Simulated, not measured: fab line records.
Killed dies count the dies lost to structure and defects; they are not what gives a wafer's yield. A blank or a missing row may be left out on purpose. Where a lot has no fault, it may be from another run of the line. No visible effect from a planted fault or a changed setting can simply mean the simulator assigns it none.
Which tool was responsible? + flow gf180mcu + Sampling: 14 lots, 40 wafers, 5 of 602 route steps

WHAT EACH GAUGE READ, for each wafer
GF_STI_THK_MEAS_04.
| lot  | measured    | on            | STI_CVD_03_THK (nm) |
|------|-------------|---------------|---------------------|
| L720 | day 1 14:33 | film-metro-03 | 208.0 207.1 207.3   |
| L721 | day 1 18:38 | film-metro-03 | 206.2 207.8 207.1   |
| L722 | day 1 23:34 | film-metro-02 | 207.8 208.2 208.4   |
| L725 | day 2 14:35 | film-metro-02 | 205.3 204.8 206.1   |
| L726 | day 2 19:34 | film-metro-02 | 205.8 206.2 206.1   |
| L727 | day 3 01:10 | film-metro-02 | 206.6 206.1 204.6   |
| L728 | day 3 06:05 | film-metro-04 | 209.0 206.4 209.3   |
| L729 | day 3 10:58 | film-metro-04 | 206.5 206.3 206.7   |
| L731 | day 3 20:34 | film-metro-03 | 208.9 207.6 208.8   |
| L734 | day 4 12:31 | film-metro-04 | 203.8 204.9         |
| L735 | day 4 17:56 | film-metro-02 | 204.4 206.6         |
| L740 | day 5 17:59 | film-metro-03 | 210.2 209.5 210.5   |
| L742 | day 6 04:16 | film-metro-02 | 206.7 207.0 205.6   |
| L743 | day 6 08:34 | film-metro-04 | 206.0 204.9 207.1   |

GF_STI_THK_MEAS_22.
| lot  | measured    | on            | STI_OXIDATION_01_THK (nm) |
|------|-------------|---------------|---------------------------|
| L720 | day 2 03:52 | film-metro-03 | 15.19 15.19 15.31         |
| L721 | day 2 08:15 | film-metro-04 | 14.70 14.85 14.60         |
| L722 | day 2 13:03 | film-metro-02 | 14.99 14.78 14.98         |
| L725 | day 3 05:11 | film-metro-04 | 15.00 14.80 14.69         |
| L726 | day 3 10:26 | film-metro-04 | 14.95 14.93 15.12         |
| L727 | day 3 16:17 | film-metro-02 | 15.30 15.04 15.21         |
| L728 | day 3 20:25 | film-metro-03 | 14.28 14.39 14.61         |
| L729 | day 4 01:20 | film-metro-02 | 15.21 15.01 15.19         |
| L731 | day 4 11:46 | film-metro-02 | 15.13 15.08 14.82         |
| L734 | day 5 03:56 | film-metro-04 | 14.78 14.60               |
| L735 | day 5 09:52 | film-metro-04 | 15.06 15.08               |
| L740 | day 6 10:46 | film-metro-04 | 15.28 15.56 15.36         |
| L742 | day 6 20:31 | film-metro-04 | 14.92 14.86 15.03         |
| L743 | day 7 01:44 | film-metro-03 | 15.10 15.10 15.19         |

GF_STI_THK_MEAS_24.
| lot  | measured    | on            | STI_CVD_23_THK (nm) |
|------|-------------|---------------|---------------------|
| L720 | day 2 03:59 | film-metro-02 | 654 653 649         |
| L721 | day 2 08:23 | film-metro-02 | 657 648 645         |
| L722 | day 2 13:11 | film-metro-04 | 657 651 655         |
| L725 | day 3 05:20 | film-metro-02 | 654 650 647         |
| L726 | day 3 10:34 | film-metro-03 | 653 660 654         |
| L727 | day 3 16:25 | film-metro-03 | 648 655 657         |
| L728 | day 3 20:33 | film-metro-02 | 646 649 647         |
| L729 | day 4 01:29 | film-metro-04 | 644 645 649         |
| L731 | day 4 11:54 | film-metro-04 | 657 664 654         |
| L734 | day 5 04:04 | film-metro-04 | 649 649             |
| L735 | day 5 10:01 | film-metro-03 | 655 652             |
| L740 | day 6 10:53 | film-metro-02 | 646 641 652         |
| L742 | day 6 20:38 | film-metro-02 | 659 647 654         |
| L743 | day 7 01:52 | film-metro-02 | 651 642 651         |

GF_MVSD_OVL_MEAS_07.
| lot  | measured    | on         | MVSD_OVL (nm)  |
|------|-------------|------------|----------------|
| L720 | day 4 09:37 | overlay-02 | 1.1 0.6 0.3    |
| L721 | day 4 15:38 | overlay-01 | 0.4 1.0 0.7    |
| L722 | day 4 21:39 | overlay-02 | 2.0 -0.4 -0.7  |
| L725 | day 5 15:52 | overlay-02 | -0.2 -0.5 -2.4 |
| L726 | day 5 22:20 | overlay-01 | -0.8 0.6 0.1   |
| L727 | day 6 02:48 | overlay-01 | -0.3 -3.5 -1.5 |
| L728 | day 6 08:34 | overlay-02 | 1.3 0.0 1.4    |
| L729 | day 6 14:46 | overlay-01 | -2.2 -0.9 -1.3 |
| L731 | day 7 01:03 | overlay-01 | 0.3 -2.0 0.5   |
| L734 | day 7 20:04 | overlay-02 | - -0.7         |
| L735 | day 8 01:55 | overlay-02 | - 3.2          |
| L740 | day 9 06:38 | overlay-01 | -0.3 -0.3 -0.1 |
| L742 | day 9 18:17 | overlay-02 | 1.0 0.6 1.8    |
| L743 | day 9 22:20 | overlay-02 | 2.0 -2.5 0.8   |

TOOL THAT RAN EACH LOT (tool first, then ch and the chambers of the sampled wafers, then the start)
| lot  | GF_MVSD_DEVELOP_06               |
|------|----------------------------------|
| L720 | litho-track-02 ch 0, day 4 09:00 |
| L721 | litho-track-03 ch 0, day 4 15:00 |
| L722 | litho-track-03 ch 0, day 4 21:00 |
| L725 | litho-track-03 ch 0, day 5 15:00 |
| L726 | litho-track-03 ch 0, day 5 22:00 |
| L727 | litho-track-01 ch 0, day 6 02:00 |
| L728 | litho-track-02 ch 0, day 6 08:00 |
| L729 | litho-track-02 ch 0, day 6 14:00 |
| L731 | litho-track-01 ch 0, day 7 00:00 |
| L734 | litho-track-02 ch 0, day 7 19:00 |
| L735 | litho-track-02 ch 0, day 8 01:00 |
| L740 | litho-track-03 ch 0, day 9 06:00 |
| L742 | litho-track-03 ch 0, day 9 18:00 |
| L743 | litho-track-03 ch 0, day 9 22:00 |
- GF_MVSD_DEVELOP_06: develop time 60 s.

AS READ BY THE TOOLS THEMSELVES (means over the sampled wafers that have a number; for cases with no such wafer, the mark the record gives instead)
GF_MVSD_DEVELOP_06.
| lot  | tool           | exhaust-pa (Pa) | resist-line-temp-C (C) |
|------|----------------|-----------------|------------------------|
| L720 | litho-track-02 | 44.2            | 23.01                  |
| L721 | litho-track-03 | 44.4            | 22.89                  |
| L722 | litho-track-03 | 44.8            | 22.94                  |
| L725 | litho-track-03 | 45.6            | 23.09                  |
| L726 | litho-track-03 | 46.0            | 23.11                  |
| L727 | litho-track-01 | 45.3            | 22.88                  |
| L728 | litho-track-02 | 45.0            | 22.85                  |
| L729 | litho-track-02 | 45.0            | 22.95                  |
| L731 | litho-track-01 | 44.3            | 22.95                  |
| L734 | litho-track-02 | 45.2            | 23.01                  |
| L735 | litho-track-02 | 45.2            | 23.01                  |
| L740 | litho-track-03 | 44.8            | 23.02                  |
| L742 | litho-track-03 | 44.8            | 22.89                  |
| L743 | litho-track-03 | 45.2            | 22.88                  |

THE ANSWER, worked out from the rows above alone
Rule: what is usual is taken from the lots themselves. The widest of any qualifying gaps counts: lots, ordered by their means at a reading, are off when they make up no more than a third of the lots, leave a main group of 4 or more, and stand apart from it by 3 or more times the standard deviation of that group's means. If all means in a main group match to the digits the tables above print for the reading, that group is not used. A lot without any number at a reading at which 4 lots or more have one is off too. All remaining lots with rows at the step are treated as sound. Order of review: gauges by route order, followed by the tools' own readings, for which a lot's mean as printed above is used. At the first step where some lot is off, the reading lying furthest off is the one used; lots without a number count as furthest.
No lot is off at any reading shown: from this, nothing can be told.

WHAT THE SIMULATOR PUT IN
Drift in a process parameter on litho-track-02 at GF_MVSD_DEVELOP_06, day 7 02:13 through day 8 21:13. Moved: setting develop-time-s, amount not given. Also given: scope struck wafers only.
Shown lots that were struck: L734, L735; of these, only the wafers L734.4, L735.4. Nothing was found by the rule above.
